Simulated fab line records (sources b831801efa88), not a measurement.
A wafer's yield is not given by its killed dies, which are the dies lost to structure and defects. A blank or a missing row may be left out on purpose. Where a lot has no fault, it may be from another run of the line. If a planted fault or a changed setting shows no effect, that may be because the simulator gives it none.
Comparing a struck lot with a sound one / flow sky130 / 16 out of 708 route steps
Sound: these wafers, L623.3, L623.4, L623.6. Wafers L642.3, L642.4, L642.5 were the ones struck. Last of all comes the cause.
Per side, at each step with rows, come the tool, then ch with its chambers, and then its first start. Under that, the readings that differ: sound wafers / struck wafers / difference of the means / sigmas: that difference in standard deviations of wafers without a fault.
alike: readings with means less than 2 such deviations apart, plus words and numbers identical on both sides. not compared: withheld readings, readings lacking a value on some wafer, bounds such as >300 that could conceal the same value, and numbers that have no deviation in the record and whose values overlap.
A row with sigmas, a row that says differs or no value, or rows on one side alone: a step with any of these is where the two part. Non-overlapping numbers with no deviation appear without sigmas and do not part them. A reading missing from all wafers of one side parts the sides only when that side holds two or more wafers.

SKY_METAL2_THK_MEAS_06: measures by xrf.
  sound: filmMetro-02 at day 34 10:09; struck: filmMetro-03 at day 40 12:28
  alike: METAL2_ALCU_THK
then, 8 steps without rows for these wafers: SKY_METAL2_DEHYDRATE_07 (time 60 s); SKY_METAL2_HMDS_08 (prime time 60 s); SKY_METAL2_COAT_09 (resist thk 60 nm); SKY_METAL2_COAT_10 (resist thk 450 nm); SKY_METAL2_SOFTBAKE_11 (time 90 s); SKY_METAL2_EXPOSE_12 (exposes mask MM2, target cd 140 nm); SKY_METAL2_PEB_13; SKY_METAL2_DEVELOP_14 (develop time 57.98 s).
SKY_METAL2_CD_MEAS_15: target cd 140 nm.
  sound: cdSem-01 at day 35 13:41; struck: cdSem-01 at day 41 12:20
  alike: cdNm
SKY_METAL2_OVL_MEAS_16:
  sound: overlay-01 at day 35 13:47; struck: overlay-01 at day 41 12:26
  alike: METAL2_OVL
SKY_METAL2_DESCUM_17: chemistry O2, time 8 s.
  sound on rieMetal-04 ch 0,1, day 35 13:49; struck on rieMetal-02 ch 0,1, day 41 12:28
reading=drypumpMotorCurrentA (A); sound=5.2 5.1 5.1; struck=6.6 5.8 6.6; difference=+1.2; sigmas=+2
  alike: oesProductAu
  not compared: rfHoursCounterH
SKY_METAL2_ETCH_18: etches BARC in N2/H2, stops on SiO2, time 45.9 s, target depth 60 nm.
  sound on rieMetal-04 ch 0,1, day 35 13:52; struck on rieMetal-02 ch 0,1, day 41 12:31
  no value came back on the struck wafers for any of 5 readings (biasW (W), chamberPressureMTorr (mTorr) and others); on the sound wafers biasW (W) reads 99.97 99.94 100.46
reading=model.KrF-thick_of_METAL2_COAT_10.thkNm (nm); sound=393.9 394.7 395.7; struck=436.7 436.3 435.7; difference=+41.5; sigmas=
  not compared: rfHoursCounterH
SKY_METAL2_METAL_ETCH_19: etches the open film in Cl2/BCl3, stops on SiO2, target depth 360 nm, time 78 s.
  sound on rieMetal-04 ch 0,1, day 35 13:56; struck on rieMetal-02 ch 0,1, day 41 12:35
reading=drypumpMotorCurrentA (A); sound=5.1 5.0 5.1; struck=6.6 5.8 6.6; difference=+1.3; sigmas=+2
reading=oesProductAu (a.u.); sound=0.848 0.855 0.853; struck=0.372 0.376 0.375; difference=-0.478; sigmas=-76
reading=model.KrF-thick_of_METAL2_COAT_10.thkNm (nm); sound=160.9 168.5 170.4; struck=192 202.5 193.9; difference=+30; sigmas=
  alike: bcl3FlowSccm, biasW, throttleValvePct
  not compared: rfHoursCounterH
SKY_METAL2_STRIP_20: strips in O2/N2.
  sound on plasmaAsher-02 ch 0,1, day 35 14:02; struck on plasmaAsher-01 ch 0,1, day 41 12:41
reading=oesProductAu (a.u.); sound=0.350 0.347 0.348; struck=0.365 0.363 0.362; difference=+0.015; sigmas=+3
reading=stripTimeToEndpointS (s); sound=2.72 2.81 2.83; struck=3.05 3.17 3.08; difference=+0.31; sigmas=+4
  alike: drypumpMotorCurrentA
  not compared: rfHoursCounterH
then, 1 step without rows for these wafers: SKY_METAL2_STRIP_21 (strips in post etch residue remover, time 1200 s).

WHERE THEY PART
At SKY_METAL2_DESCUM_17 first; at SKY_METAL2_STRIP_20 last (within this record only).

WHY: the cause the simulator had injected
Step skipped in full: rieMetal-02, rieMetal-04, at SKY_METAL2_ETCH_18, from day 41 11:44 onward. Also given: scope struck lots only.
